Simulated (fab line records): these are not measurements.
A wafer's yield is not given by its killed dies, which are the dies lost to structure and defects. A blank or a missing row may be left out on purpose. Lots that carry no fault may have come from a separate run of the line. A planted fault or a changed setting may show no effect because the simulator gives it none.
Lot-split experiment ; flow sky130 ; 5 lots, 23 wafers read, on a route of 708 steps

== SPLIT DETAILS ==
At SKY_CONTACT_CMP_27 (polishes, stops on SiO2, t overpolish 15 s, target thk 0 nm), the setting t-overpolish-s was moved away from the recipe's 15 s on 4 of the 23 wafers read, by -13.5% to -9.1%. The other wafers ran this setting at the recipe's value.

The reading comes from the split's own step.

== THE READING ==
overpolish-run-s, in s, at SKY_CONTACT_CMP_27 (polishes, stops on SiO2, t overpolish 15 s, target thk 0 nm). Fault-free wafers of this fab line usually give 15.001 s, standard deviation 0.0088 s.

wafer;tool, chamber at the split;t-overpolish-s as run, s;against the recipe;overpolish-run-s, s;against lot-mates on the recipe
L076.2;cmp-02, 3;15;recipe;14.994;-
L076.3;cmp-02, 1;15;recipe;14.989;-
L076.1;cmp-02, 2;15;recipe;14.992;-
L076.5;cmp-02, 3;15;recipe;14.999;-
L076.6;cmp-02, 0;15;recipe;14.981;-
L080.4;cmp-01, 0;15;recipe;15.007;-
L080.3;cmp-01, 1;15;recipe;14.997;-
L080.1;cmp-01, 2;15;recipe;14.989;-
L080.6;cmp-01, 0;15;recipe;14.998;-
L080.5;cmp-01, 1;15;recipe;15.004;-
L082.1;cmp-01, 1;15;recipe;14.988;-
L082.3;cmp-01, 3;15;recipe;15.005;-
L082.2;cmp-01, 0;13.63;-9.1%;13.639;-1.354
L082.6;cmp-01, 1;13.63;-9.1%;13.621;-1.372
L082.5;cmp-01, 2;15;recipe;14.987;-
L083.4;cmp-01, 1;15;recipe;14.998;-
L083.5;cmp-01, 1;15;recipe;14.995;-
L083.6;cmp-01, 2;15;recipe;15.002;-
L085.2;cmp-01, 1;15;recipe;14.994;-
L085.4;cmp-01, 2;12.97;-13.5%;12.988;-2.008
L085.3;cmp-01, 3;15;recipe;15.004;-
L085.6;cmp-01, 0;12.97;-13.5%;12.983;-2.013
L085.5;cmp-01, 1;15;recipe;14.991;-

FIT RESULTS
A straight line over all 23 wafers: overpolish-run-s changes by +0.149 s for each +1% of t-overpolish-s; r = +1.00; the points scatter about the line by 0.0075 s.
The same after taking each lot's own level away (the mean of its wafers on the recipe; 23 wafers): +0.149 s for each +1%; r = +1.00; scatter 0.0066 s.
That fit puts the effect of the largest move of t-overpolish-s on the reading at 2 s.
Measured against the standard deviation above, the lots' own levels, which go from 14.9910 to 14.9990 s, span 0.9 times it.
The two slopes agree, so the slope changes little with the lot-to-lot level.
Check: for one of the wafers moved furthest among these (-13.5%), held out of the fit, the line's prediction against its lot-mates is -2.02 s. It came out at -2.01 s against them.
Tool readings at the split's step, against how far the setting was moved: overpolish-run-s r = +1.00.

== ADDITIONAL SPLITS CARRIED BY THESE WAFERS ==
These wafers also went through other splits before the reading. Each is held against what the fit with the lots' levels taken away leaves over:
other split on the same wafers;wafers away from the commonest value;r with overpolish-run-s (lot level and that fit taken away)
SKY_LOCAL_INTERCONNECT_ETCH_13 pressure-mtorr;15;-0.07
SKY_CONTACT_HDPCVD_02 sih4-flow-sccm;6;-0.19
SKY_CONTACT_COAT_08 spin-rpm;9;+0.11
SKY_CONTACT_DEVELOP_13 develop-time-s;9;-0.15

== FILE'S OWN FIT ==
overpolish-run-s changes by +0.149 s for each +1% of t-overpolish-s, r = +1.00.
